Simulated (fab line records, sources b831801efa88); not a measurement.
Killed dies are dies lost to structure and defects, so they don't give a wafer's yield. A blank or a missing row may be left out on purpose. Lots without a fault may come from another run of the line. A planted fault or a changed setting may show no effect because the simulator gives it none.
Chamber matching | flow sfq_line | SFQ_TRILAYER_I1_CMP_CMP_046 on cmp-01: 4 sister chambers
The step polishes SiO2. 16 wafers are shown with their chamber, then 8 later ones without.

WAFERS WITH THEIR CHAMBER
wafer  | chamber | motor_current_A (A) | time_to_endpoint_s (s) | platen_rpm (rpm)
L790.3 | 2       | 10.7                | 200                    | 60.02
L790.5 | 0       | 11.1                | 206                    | 60.06
L790.6 | 3       | 10.1                | 214                    | 60.03
L791.3 | 2       | 10.6                | 215                    | 59.94
L791.4 | 3       | 10.4                | 226                    | 60.02
L791.5 | 3       | 10.5                | 224                    | 60.04
L794.1 | 0       | 11.4                | 212                    | 59.95
L794.4 | 1       | 8.9                 | 216                    | 60.03
L794.6 | 0       | 11.7                | 228                    | 60.03
L797.3 | 0       | 11.6                | 211                    | 60.01
L797.5 | 0       | 10.9                | 212                    | 60.08
L797.6 | 1       | 8.9                 | 202                    | 60.01
L801.1 | 3       | 10.0                | 197                    | 59.97
L801.4 | 0       | 11.5                | 212                    | 60.03
L801.6 | 2       | 10.7                | 206                    | 59.99
L804.2 | 2       | 11.2                | 211                    | 60.06

SIGNATURES (means of the wafers above)
reading            | chamber 0 | chamber 1 | chamber 2 | chamber 3 | scatter within a chamber
motor_current_A    | 11.367    | 8.900     | 10.800    | 10.250    | 0.268
time_to_endpoint_s | 213.50    | 209.00    | 208.00    | 215.25    | 9.27
platen_rpm         | 60.0267   | 60.0200   | 60.0025   | 60.0150   | 0.0417
Rule: a wafer's distance from a chamber is the root of the sum, over the readings, of the square of ((its reading less the chamber's mean) divided by the reading's scatter). The wafer belongs to the nearest chamber; if the next one is less than 2 further off, it can't be placed. The scatter: the root of (the sum of the squares of (reading less its chamber's mean) over the shown wafers, divided by (wafers less chambers)).

WAFERS WITHOUT THEIR CHAMBER
wafer  | motor_current_A (A) | time_to_endpoint_s (s) | platen_rpm (rpm)
L804.5 | 10.4                | 214                    | 59.98
L804.6 | 10.8                | 220                    | 60.04
L805.4 | 11.6                | 218                    | 60.05
L805.3 | 10.6                | 204                    | 60.00
L805.5 | 8.5                 | 219                    | 59.93
L813.3 | 9.1                 | 215                    | 60.02
L813.1 | 11.4                | 211                    | 60.07
L813.5 | 11.2                | 225                    | 59.99

WHICH CHAMBER EACH WENT THROUGH
wafer  | from the rows above          | in truth
L804.5 | can't be placed: 3 or 2      | 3
L804.6 | can't be placed: 2 or 3 or 0 | 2
L805.4 | 0                            | 0
L805.3 | can't be placed: 2 or 3      | 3
L805.5 | 1                            | 1
L813.3 | 1                            | 1
L813.1 | can't be placed: 0 or 2      | 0
L813.5 | can't be placed: 0 or 2      | 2
Placed correctly: 3 of 8. Can't be placed from these rows: 5 (the true chamber is among the candidates in 5). Placed wrongly: 0.
